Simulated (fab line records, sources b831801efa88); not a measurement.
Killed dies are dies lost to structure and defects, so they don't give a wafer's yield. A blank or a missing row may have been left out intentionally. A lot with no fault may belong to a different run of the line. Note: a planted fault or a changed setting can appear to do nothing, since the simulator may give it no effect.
fab line records	flow sky130
[record] lots = 24	wafers = 72	lastDay = 50
route steps=708 shown POLY_GATE@218 POLY_CUT@316 RES_XHIGH@340 LI_CONTACT@384 LOCAL_INTERCONNECT@387 VIA1@478
lots untouched by any fault: they come from a run of this same line in which no faults occurred
startH: hours from the record's opening day to when the first of the lot's shown wafers began	waitH: how many hours have passed since the lot's step before this one	" identical to the entry in the row above	L1.1+2: several wafers, shown together as one row	- no value, or no start given	* or withheld: withheld	< > ~ a bound
route shown NAME@n: names a module that has steps shown in the file, with the first one's number in the route	usual: the fault-free wafers' mean and standard deviation	same: alike in all rows	chamber/n: place in a boat	sites: each site's reading	_std_site: how widely they spread, as a standard deviation	_edge_site: outer sites' mean less inner sites'	radiusMm: how far each site lies from the wafer's centre	mask NAME#n: copy n	behind: the most recent tool/chamber to have shaped the wafer	hold: reason for holding the lot/hours on hold/outcome of the hold	device: names the non-switching transistor (n, p or np)	end of line: the route-end tests of the same wafers	a step given without rows: its recipe and nothing more	killed: the dies lost at the first sort to structure and to defects; this is not the yield of the wafer	map: shows each die of a wafer: x if killed, . if not, _ if none is there
set.NAME: setting as actually run; set.NAME@STEP: the setting as run at that earlier step	model.NAME: the simulator's own value behind a step, which no gauge read
a sample of lots followed through the steps of the route, with each step as a table and each wafer as a row
services: when a tool's chamber went out of use (startH, in hours from the record's first day, below 0 if earlier), for how many hours, and the reason
[[steps]]
[step SKY_POLY_GATE_THK_MEAS_04]
[recipe] reads = Si3N4_of_POLY_GATE_CVD_03
[usual] POLY_GATE_CVD_03_THK = 74.8/0.91
lot.wafer	tool	chamber	startH	waitH	POLY_GATE_CVD_03_THK[nm]
L074.3	filmMetro-01	-	357.38	0.0	73.9
L074.4	"	-	"	"	74.9
L074.6	"	-	"	"	75.0
L076.1	filmMetro-01	-	366.06	0.0	76.0
L076.2	"	-	"	"	76.1
L076.3	"	-	"	"	76.2
L075.1	filmMetro-04	-	367.95	0.0	74.5
L075.3	"	-	"	"	74.1
L075.5	"	-	"	"	74.7
L077.3	filmMetro-03	-	371.59	0.0	75.1
L077.4	"	-	"	"	74.6
L077.5	"	-	"	"	74.5
L078.2	filmMetro-01	-	377.97	0.0	75.2
L078.4	"	-	"	"	75.3
L078.6	"	-	"	"	74.9
L079.3	filmMetro-01	-	384.52	0.0	74.6
L079.5	"	-	"	"	74.6
L079.6	"	-	"	"	74.8
L081.2	filmMetro-03	-	402.63	0.0	76.4
L081.3	"	-	"	"	76.6
L081.6	"	-	"	"	76.2
L080.3	filmMetro-03	-	404.00	0.0	74.6
L080.4	"	-	"	"	74.8
L080.6	"	-	"	"	74.4
L082.2	filmMetro-04	-	406.55	0.0	75.6
L082.5	"	-	"	"	75.3
L082.6	"	-	"	"	75.0
L083.1	filmMetro-04	-	414.89	0.0	74.3
L083.3	"	-	"	"	74.3
L083.4	"	-	"	"	74.3
L084.4	filmMetro-03	-	432.88	0.0	73.9
L084.5	"	-	"	"	75.0
L084.6	"	-	"	"	74.5
L085.1	filmMetro-04	-	440.42	0.0	74.2
L085.2	"	-	"	"	73.9
L085.3	"	-	"	"	74.6
L086.1	filmMetro-01	-	442.98	0.0	75.0
L086.3	"	-	"	"	74.6
L086.5	"	-	"	"	75.3
L087.3	filmMetro-01	-	453.30	0.0	75.2
L087.4	"	-	"	"	74.9
L087.6	"	-	"	"	74.7
L088.2	filmMetro-03	-	460.91	0.0	73.9
L088.3	"	-	"	"	73.9
L088.5	"	-	"	"	73.8
L089.2	filmMetro-03	-	465.73	0.0	74.5
L089.3	"	-	"	"	73.9
L089.4	"	-	"	"	74.6
L090.1	filmMetro-04	-	477.53	0.0	74.2
L090.3	"	-	"	"	74.1
L090.5	"	-	"	"	74.9
L091.2	filmMetro-04	-	482.46	0.0	76.3
L091.5	"	-	"	"	76.6
L091.6	"	-	"	"	77.0
L092.2	filmMetro-04	-	497.81	0.0	74.1
L092.5	"	-	"	"	72.6
L092.6	"	-	"	"	73.9
L093.2	filmMetro-03	-	499.85	0.0	75.6
L093.3	"	-	"	"	75.8
L093.6	"	-	"	"	75.2
L094.2	filmMetro-04	-	513.90	0.0	75.0
L094.3	"	-	"	"	74.3
L094.4	"	-	"	"	74.8
L095.2	filmMetro-04	-	522.22	0.0	73.7
L095.5	"	-	"	"	73.3
L095.6	"	-	"	"	73.4
L096.4	filmMetro-04	-	526.28	0.0	72.5
L096.5	"	-	"	"	73.6
L096.6	"	-	"	"	72.5
L097.1	filmMetro-03	-	533.05	0.0	76.1
L097.3	"	-	"	"	76.6
L097.6	"	-	"	"	76.5
[step SKY_POLY_CUT_OVL_MEAS_09]
[usual] POLY_CUT_OVL = 1/5.2
lot.wafer	tool	chamber	startH	waitH	POLY_CUT_OVL[nm]
L074.3	overlay-01	-	574.41	0.1	1
L074.4	"	-	"	"	1
L074.6	"	-	"	"	9
L076.1	overlay-01	-	583.96	0.1	4
L076.2	"	-	"	"	7
L076.3	"	-	"	"	3
L075.1	overlay-02	-	585.23	0.1	-1
L075.3	"	-	"	"	-4
L075.5	"	-	"	"	-3
L077.3	overlay-01	-	589.89	0.1	0
L077.4	"	-	"	"	-5
L077.5	"	-	"	"	-7
L078.2	overlay-02	-	595.68	0.1	-1
L078.4	"	-	"	"	5
L078.6	"	-	"	"	-1
L079.3	overlay-02	-	599.91	0.1	6
L079.5	"	-	"	"	7
L079.6	"	-	"	"	0
L081.2	overlay-02	-	619.55	0.1	8
L081.3	"	-	"	"	5
L081.6	"	-	"	"	-5
L080.3	overlay-01	-	621.24	0.1	-5
L080.4	"	-	"	"	-11
L080.6	"	-	"	"	-15
L082.2	overlay-02	-	622.54	0.1	6
L082.5	"	-	"	"	1
L082.6	"	-	"	"	5
L083.1	overlay-01	-	634.73	0.1	1
L083.3	"	-	"	"	6
L083.4	"	-	"	"	1
L084.4	overlay-02	-	645.70	0.1	2
L084.5	"	-	"	"	-1
L084.6	"	-	"	"	8
L085.1	overlay-02	-	653.56	0.1	1
L085.2	"	-	"	"	-1
L085.3	"	-	"	"	7
L086.1	overlay-02	-	656.80	0.1	10
L086.3	"	-	"	"	6
L086.5	"	-	"	"	10
L087.3	overlay-02	-	665.56	0.1	10
L087.4	"	-	"	"	7
L087.6	"	-	"	"	-1
L088.2	overlay-01	-	673.25	0.1	2
L088.3	"	-	"	"	0
L088.5	"	-	"	"	0
L089.2	overlay-01	-	678.47	0.1	-9
L089.3	"	-	"	"	-4
L089.4	"	-	"	"	-10
L090.1	overlay-01	-	688.13	0.1	1
L090.3	"	-	"	"	1
L090.5	"	-	"	"	-3
L091.2	overlay-02	-	693.13	0.1	-1
L091.5	"	-	"	"	0
L091.6	"	-	"	"	2
L092.2	overlay-02	-	709.83	0.1	2
L092.5	"	-	"	"	2
L092.6	"	-	"	"	1
L093.2	overlay-02	-	711.97	0.1	-2
L093.3	"	-	"	"	0
L093.6	"	-	"	"	-3
L094.2	overlay-02	-	723.11	0.1	1
L094.3	"	-	"	"	-1
L094.4	"	-	"	"	0
L095.2	overlay-02	-	729.68	0.1	6
L095.5	"	-	"	"	4
L095.6	"	-	"	"	6
L096.4	overlay-01	-	734.88	0.1	-5
L096.5	"	-	"	"	-8
L096.6	"	-	"	"	-7
L097.1	overlay-01	-	740.10	0.1	8
L097.3	"	-	"	"	3
L097.6	"	-	"	"	1
[step SKY_RES_XHIGH_STRIP_08]
[recipe] chemistry = O2/N2	powerW = 1400	pressureMtorr = 1500	platenTempC = withheld	o2FlowSccm = 3000	n2FlowSccm = 300	overashFraction = 0.5
[usual] drypumpMotorCurrentA = 5.7/0.43	oesProductAu = 0.711/0.0048	stripTimeToEndpointS = 14.29/0.035
lot.wafer	tool	chamber	startH	waitH	drypumpMotorCurrentA	oesProductAu	rfHoursCounterH	stripTimeToEndpointS
L074.3	plasmaAsher-04	1	633.24	0.1	5.7	0.708	-	14.39
L074.4	"	0	"	"	5.9	0.719	-	14.39
L074.6	"	1	"	"	5.6	0.715	-	14.36
L076.1	plasmaAsher-02	1	641.96	0.1	5.0	0.713	21	14.33
L076.2	"	0	"	"	6.0	0.715	21	14.31
L076.3	"	0	"	"	6.0	0.705	-	14.30
L075.1	plasmaAsher-02	0	643.81	0.1	6.0	0.714	22	14.31
L075.3	"	0	"	"	6.0	0.699	-	14.24
L075.5	"	1	"	"	5.0	0.715	-	14.29
L077.3	plasmaAsher-02	0	648.09	0.1	6.0	0.712	-	14.32
L077.4	"	1	"	"	5.0	0.712	-	14.30
L077.5	"	0	"	"	6.0	0.713	-	14.33
L078.2	plasmaAsher-04	0	653.83	0.1	5.9	0.719	86	14.29
L078.4	"	0	"	"	5.9	0.709	-	14.33
L078.6	"	0	"	"	5.9	0.710	-	14.30
L079.3	plasmaAsher-04	1	657.79	0.1	5.6	0.716	-	14.28
L079.5	"	1	"	"	5.6	0.709	-	14.22
L079.6	"	0	"	"	5.9	0.711	-	14.27
L081.2	plasmaAsher-04	0	676.91	0.1	5.9	0.713	88	14.26
L081.3	"	0	"	"	5.9	0.716	-	14.28
L081.6	"	0	"	"	5.9	0.715	-	14.27
L080.3	plasmaAsher-02	0	679.24	0.1	6.0	0.707	-	14.31
L080.4	"	1	"	"	5.0	0.713	-	14.26
L080.6	"	0	"	"	6.0	0.718	-	14.26
L082.2	plasmaAsher-04	0	680.11	0.1	5.9	0.712	88	14.29
L082.5	"	1	"	"	5.6	0.714	-	14.28
L082.6	"	0	"	"	6.0	0.707	-	14.27
L083.1	plasmaAsher-02	0	692.81	0.1	6.0	0.709	27	14.29
L083.3	"	1	"	"	5.0	0.715	-	14.25
L083.4	"	0	"	"	6.0	0.709	-	14.27
L084.4	plasmaAsher-02	1	703.31	0.1	4.9	0.718	-	14.32
L084.5	"	1	"	"	5.0	0.721	-	14.30
L084.6	"	0	"	"	6.0	0.716	-	14.31
L085.1	plasmaAsher-04	0	710.76	0.1	5.9	0.709	91	14.25
L085.2	"	1	"	"	5.6	0.703	91	14.27
L085.3	"	0	"	"	5.9	0.714	-	14.21
L086.1	plasmaAsher-02	1	713.58	0.1	4.9	0.706	30	14.24
L086.3	"	0	"	"	6.0	0.699	-	14.25
L086.5	"	1	"	"	4.9	0.710	-	14.26
L087.3	plasmaAsher-03	0	722.14	0.1	6.3	0.708	-	14.29
L087.4	"	1	"	"	5.9	0.701	-	14.27
L087.6	"	0	"	"	6.4	0.705	-	14.29
L088.2	plasmaAsher-04	0	729.36	0.1	5.9	0.715	94	14.31
L088.3	"	0	"	"	6.0	0.708	-	14.32
L088.5	"	1	"	"	5.6	0.709	-	14.29
L089.2	plasmaAsher-02	1	735.96	0.1	5.0	0.708	32	14.26
L089.3	"	0	"	"	6.0	0.715	-	14.28
L089.4	"	1	"	"	5.0	0.710	-	14.29
L090.1	plasmaAsher-02	1	745.11	0.1	5.0	0.711	34	14.32
L090.3	"	1	"	"	5.0	0.708	-	14.30
L090.5	"	1	"	"	5.0	0.710	-	14.30
L091.2	plasmaAsher-04	1	748.93	0.1	5.6	0.712	96	14.31
L091.5	"	0	"	"	5.9	0.706	-	14.34
L091.6	"	1	"	"	5.6	0.712	-	14.34
L092.2	plasmaAsher-02	0	766.13	0.1	6.0	0.715	35	14.26
L092.5	"	1	"	"	5.0	0.714	-	14.32
L092.6	"	0	"	"	6.0	0.713	-	14.28
L093.2	plasmaAsher-04	0	766.78	0.1	5.9	0.714	98	14.29
L093.3	"	0	"	"	5.9	0.715	-	14.25
L093.6	"	0	"	"	6.0	0.711	-	14.28
L094.2	plasmaAsher-04	0	779.21	0.1	6.0	0.711	99	14.26
L094.3	"	0	"	"	5.9	0.708	-	14.29
L094.4	"	1	"	"	5.6	0.713	-	14.29
L095.2	plasmaAsher-03	1	784.08	0.1	5.9	0.711	63	14.22
L095.5	"	1	"	"	5.9	0.715	-	14.27
L095.6	"	0	"	"	6.3	0.707	-	14.25
L096.4	plasmaAsher-03	1	787.84	0.1	5.9	0.706	-	14.30
L096.5	"	1	"	"	5.9	0.713	-	14.32
L096.6	"	0	"	"	6.3	0.700	-	14.34
L097.1	plasmaAsher-03	0	793.91	0.1	6.3	0.703	64	14.33
L097.3	"	0	"	"	6.4	0.707	-	14.30
L097.6	"	1	"	"	5.9	0.707	-	14.30
[step SKY_LI_CONTACT_RS_MEAS_22]
[recipe] thkMeasGauge = four-point-probe	reads = W_of_LI_CONTACT_CVD_21+TiN_of_LI_CONTACT_SPUTTER_20+Ti_of_LI_CONTACT_SPUTTER_19
[usual] LI_CONTACT_W_RS = 0.288/0.0032
lot.wafer	tool	chamber	startH	waitH	LI_CONTACT_W_RS[ohm/sq]
L074.3	filmMetro-01	-	693.59	0.1	0.290
L074.4	"	-	"	"	0.293
L074.6	"	-	"	"	0.288
L076.1	filmMetro-01	-	701.15	0.1	0.284
L076.2	"	-	"	"	0.288
L076.3	"	-	"	"	0.286
L075.1	filmMetro-03	-	704.00	0.1	0.294
L075.3	"	-	"	"	0.286
L075.5	"	-	"	"	0.285
L077.3	filmMetro-04	-	707.89	0.1	0.294
L077.4	"	-	"	"	0.290
L077.5	"	-	"	"	0.295
L078.2	filmMetro-01	-	712.35	0.1	0.285
L078.4	"	-	"	"	0.290
L078.6	"	-	"	"	0.289
L079.3	filmMetro-01	-	717.87	0.1	0.283
L079.5	"	-	"	"	0.279
L079.6	"	-	"	"	0.285
L081.2	filmMetro-04	-	735.25	0.1	0.288
L081.3	"	-	"	"	0.287
L081.6	"	-	"	"	0.287
L080.3	filmMetro-01	-	738.76	0.1	0.287
L080.4	"	-	"	"	0.289
L080.6	"	-	"	"	0.288
L082.2	filmMetro-04	-	739.75	0.1	0.283
L082.5	"	-	"	"	0.287
L082.6	"	-	"	"	0.282
L083.1	filmMetro-01	-	750.88	0.1	0.298
L083.3	"	-	"	"	0.286
L083.4	"	-	"	"	0.293
L084.4	filmMetro-04	-	760.52	0.1	0.286
L084.5	"	-	"	"	0.285
L084.6	"	-	"	"	0.286
L085.1	filmMetro-01	-	769.07	0.1	0.288
L085.2	"	-	"	"	0.283
L085.3	"	-	"	"	0.281
L086.1	filmMetro-03	-	770.93	0.1	0.285
L086.3	"	-	"	"	0.289
L086.5	"	-	"	"	0.288
L087.3	filmMetro-04	-	779.16	0.1	0.290
L087.4	"	-	"	"	0.286
L087.6	"	-	"	"	0.288
L088.2	filmMetro-01	-	786.07	0.1	0.283
L088.3	"	-	"	"	0.288
L088.5	"	-	"	"	0.286
L089.2	filmMetro-01	-	790.77	0.2	0.286
L089.3	"	-	"	"	0.289
L089.4	"	-	"	"	0.284
L090.1	filmMetro-04	-	801.60	0.1	0.287
L090.3	"	-	"	"	0.284
L090.5	"	-	"	"	0.288
L091.2	filmMetro-03	-	804.10	0.1	0.289
L091.5	"	-	"	"	0.283
L091.6	"	-	"	"	0.287
L092.2	filmMetro-04	-	820.74	0.1	0.288
L092.5	"	-	"	"	0.289
L092.6	"	-	"	"	0.288
L093.2	filmMetro-03	-	822.07	0.1	0.287
L093.3	"	-	"	"	0.291
L093.6	"	-	"	"	0.294
L094.2	filmMetro-01	-	833.77	0.1	0.291
L094.3	"	-	"	"	0.289
L094.4	"	-	"	"	0.294
L095.2	filmMetro-01	-	839.69	0.1	0.293
L095.5	"	-	"	"	0.290
L095.6	"	-	"	"	0.291
L096.4	filmMetro-03	-	842.98	0.1	0.288
L096.5	"	-	"	"	0.287
L096.6	"	-	"	"	0.284
L097.1	filmMetro-03	-	849.04	0.1	0.293
L097.3	"	-	"	"	0.288
L097.6	"	-	"	"	0.290
[step SKY_LOCAL_INTERCONNECT_SPUTTER_00]
[recipe] material = TiN	targetThkNm = 100	tempC = 300	powerW = 6500	timeS = 83.3	chamberPressurePa = 0.4
[usual] throttleValvePct = 30.1/1.2
lot.wafer	tool	chamber	startH	waitH	throttleValvePct
L074.3	pvdSputter-01	-	694.03	0.1	29.5
L074.4	"	-	"	"	30.4
L074.6	"	-	"	"	29.3
L076.1	pvdSputter-03	-	701.63	0.2	31.3
L076.2	"	-	"	"	28.9
L076.3	"	-	"	"	32.1
L075.1	pvdSputter-04	-	704.48	0.2	30.9
L075.3	"	-	"	"	29.4
L075.5	"	-	"	"	29.3
L077.3	pvdSputter-01	-	708.33	0.1	30.1
L077.4	"	-	"	"	28.1
L077.5	"	-	"	"	32.2
L078.2	pvdSputter-03	-	712.81	0.1	31.4
L078.4	"	-	"	"	28.7
L078.6	"	-	"	"	29.0
L079.3	pvdSputter-03	-	718.31	0.1	29.0
L079.5	"	-	"	"	32.2
L079.6	"	-	"	"	31.5
L081.2	pvdSputter-04	-	735.71	0.1	29.9
L081.3	"	-	"	"	29.2
L081.6	"	-	"	"	31.0
L080.3	pvdSputter-03	-	739.20	0.1	31.9
L080.4	"	-	"	"	31.5
L080.6	"	-	"	"	28.9
L082.2	pvdSputter-01	-	740.21	0.1	30.1
L082.5	"	-	"	"	32.0
L082.6	"	-	"	"	28.5
L083.1	pvdSputter-03	-	751.36	0.1	32.0
L083.3	"	-	"	"	31.4
L083.4	"	-	"	"	29.0
L084.4	pvdSputter-03	-	760.97	0.1	28.9
L084.5	"	-	"	"	29.1
L084.6	"	-	"	"	31.4
L085.1	pvdSputter-03	-	769.55	0.2	28.7
L085.2	"	-	"	"	31.5
L085.3	"	-	"	"	29.0
L086.1	pvdSputter-04	-	771.41	0.1	30.7
L086.3	"	-	"	"	30.7
L086.5	"	-	"	"	29.5
L087.3	pvdSputter-01	-	779.60	0.1	30.2
L087.4	"	-	"	"	29.5
L087.6	"	-	"	"	30.4
L088.2	pvdSputter-01	-	786.53	0.1	28.4
L088.3	"	-	"	"	31.9
L088.5	"	-	"	"	29.5
L089.2	pvdSputter-01	-	791.23	0.2	30.1
L089.3	"	-	"	"	28.3
L089.4	"	-	"	"	31.8
L090.1	pvdSputter-04	-	802.08	0.2	29.2
L090.3	"	-	"	"	30.2
L090.5	"	-	"	"	30.8
L091.2	pvdSputter-04	-	804.56	0.1	29.9
L091.5	"	-	"	"	29.2
L091.6	"	-	"	"	31.1
L092.2	pvdSputter-04	-	821.20	0.1	30.8
L092.5	"	-	"	"	30.7
L092.6	"	-	"	"	30.7
L093.2	pvdSputter-03	-	822.53	0.1	28.9
L093.3	"	-	"	"	32.1
L093.6	"	-	"	"	28.9
L094.2	pvdSputter-03	-	834.23	0.1	32.1
L094.3	"	-	"	"	28.7
L094.4	"	-	"	"	29.1
L095.2	pvdSputter-03	-	840.15	0.1	28.8
L095.5	"	-	"	"	31.4
L095.6	"	-	"	"	28.6
L096.4	pvdSputter-04	-	843.40	0.2	29.3
L096.5	"	-	"	"	29.4
L096.6	"	-	"	"	30.5
L097.1	pvdSputter-03	-	849.52	0.2	32.1
L097.3	"	-	"	"	28.9
L097.6	"	-	"	"	29.1
[step SKY_VIA1_SPUTTER_20]
[recipe] material = TiN	targetThkNm = 20	chamberPressurePa = 5	powerW = 4000	timeS = 80
[usual] throttleValvePct = 30.1/1.1
lot.wafer	tool	chamber	startH	waitH	throttleValvePct
L074.3	pvdSputter-01	-	808.20	0.0	30.3
L074.4	"	-	"	"	29.6
L074.6	"	-	"	"	29.6
L076.1	pvdSputter-01	-	816.10	0.0	30.0
L076.2	"	-	"	"	31.8
L076.3	"	-	"	"	28.4
L075.1	pvdSputter-04	-	817.54	0.0	30.6
L075.3	"	-	"	"	30.6
L075.5	"	-	"	"	29.8
L077.3	pvdSputter-01	-	822.42	0.0	28.5
L077.4	"	-	"	"	29.4
L077.5	"	-	"	"	30.1
L078.2	pvdSputter-04	-	826.32	0.0	29.4
L078.4	"	-	"	"	29.8
L078.6	"	-	"	"	30.8
L079.3	pvdSputter-02	-	832.29	0.0	31.0
L079.5	"	-	"	"	31.2
L079.6	"	-	"	"	30.9
L081.2	pvdSputter-01	-	847.08	0.0	30.3
L081.3	"	-	"	"	28.5
L081.6	"	-	"	"	32.0
L080.3	pvdSputter-01	-	852.48	0.0	29.4
L080.4	"	-	"	"	29.9
L080.6	"	-	"	"	30.1
L082.2	pvdSputter-02	-	852.82	0.0	28.6
L082.5	"	-	"	"	31.2
L082.6	"	-	"	"	31.2
L083.1	pvdSputter-02	-	862.90	0.0	31.1
L083.3	"	-	"	"	29.9
L083.4	"	-	"	"	30.9
L084.4	pvdSputter-01	-	872.45	0.0	30.3
L084.5	"	-	"	"	29.6
L084.6	"	-	"	"	31.8
L085.1	pvdSputter-01	-	881.60	0.0	31.9
L085.2	"	-	"	"	29.4
L085.3	"	-	"	"	30.4
L086.1	pvdSputter-02	-	883.15	0.0	31.4
L086.3	"	-	"	"	28.4
L086.5	"	-	"	"	31.0
L087.3	pvdSputter-02	-	888.85	0.0	28.9
L087.4	"	-	"	"	29.8
L087.6	"	-	"	"	29.7
L088.2	pvdSputter-01	-	895.13	0.0	32.1
L088.3	"	-	"	"	29.6
L088.5	"	-	"	"	28.4
L089.2	pvdSputter-02	-	900.56	0.0	29.8
L089.3	"	-	"	"	31.3
L089.4	"	-	"	"	30.9
L090.1	pvdSputter-04	-	912.51	0.0	29.4
L090.3	"	-	"	"	30.6
L090.5	"	-	"	"	29.9
L091.2	pvdSputter-02	-	913.37	0.0	31.1
L091.5	"	-	"	"	31.2
L091.6	"	-	"	"	30.7
L092.2	pvdSputter-04	-	928.70	0.0	30.5
L092.5	"	-	"	"	29.4
L092.6	"	-	"	"	30.7
L093.2	pvdSputter-02	-	929.43	0.0	30.8
L093.3	"	-	"	"	28.6
L093.6	"	-	"	"	30.9
L094.2	pvdSputter-02	-	940.95	0.0	30.7
L094.3	"	-	"	"	29.9
L094.4	"	-	"	"	31.1
L095.2	pvdSputter-02	-	947.50	0.0	31.3
L095.5	"	-	"	"	31.2
L095.6	"	-	"	"	28.5
L096.4	pvdSputter-02	-	949.93	0.0	28.6
L096.5	"	-	"	"	31.2
L096.6	"	-	"	"	30.1
L097.1	pvdSputter-01	-	955.78	0.0	31.9
L097.3	"	-	"	"	30.2
L097.6	"	-	"	"	29.6
[[services]]
tool	chamber	startH	hours	kind
plasmaAsher-02	-	611.59	2.8	pm
plasmaAsher-03	-	628.41	30.1	repair
pvdSputter-04	0	632.35	-	consumableReplace:kit
plasmaAsher-03	-	660.11	2.8	pm
pvdSputter-02	-	665.02	4.1	repair
plasmaAsher-03	-	694.39	1.4	repair
plasmaAsher-04	-	695.19	4.2	repair
plasmaAsher-03	-	702.17	14.1	repair
plasmaAsher-03	-	703.84	0.6	repair
pvdSputter-02	-	717.71	0.8	repair
pvdSputter-04	-	718.25	4.7	repair
pvdSputter-01	-	809.19	6.6	repair
plasmaAsher-04	-	815.43	1.5	repair
plasmaAsher-03	-	815.63	3.5	repair
pvdSputter-01	3	832.59	-	consumableReplace:kit
pvdSputter-01	3	832.59	18.0	scheduledDown
pvdSputter-01	3	832.59	18.0	ventCycle
plasmaAsher-02	-	848.60	0.9	repair
pvdSputter-04	-	879.10	2.1	repair
pvdSputter-01	-	924.37	6.0	repair
pvdSputter-02	-	931.45	1.9	repair
pvdSputter-01	-	941.47	0.8	repair
plasmaAsher-04	-	945.25	3.0	repair
plasmaAsher-04	-	947.79	2.3	repair
[[key]]
fault none
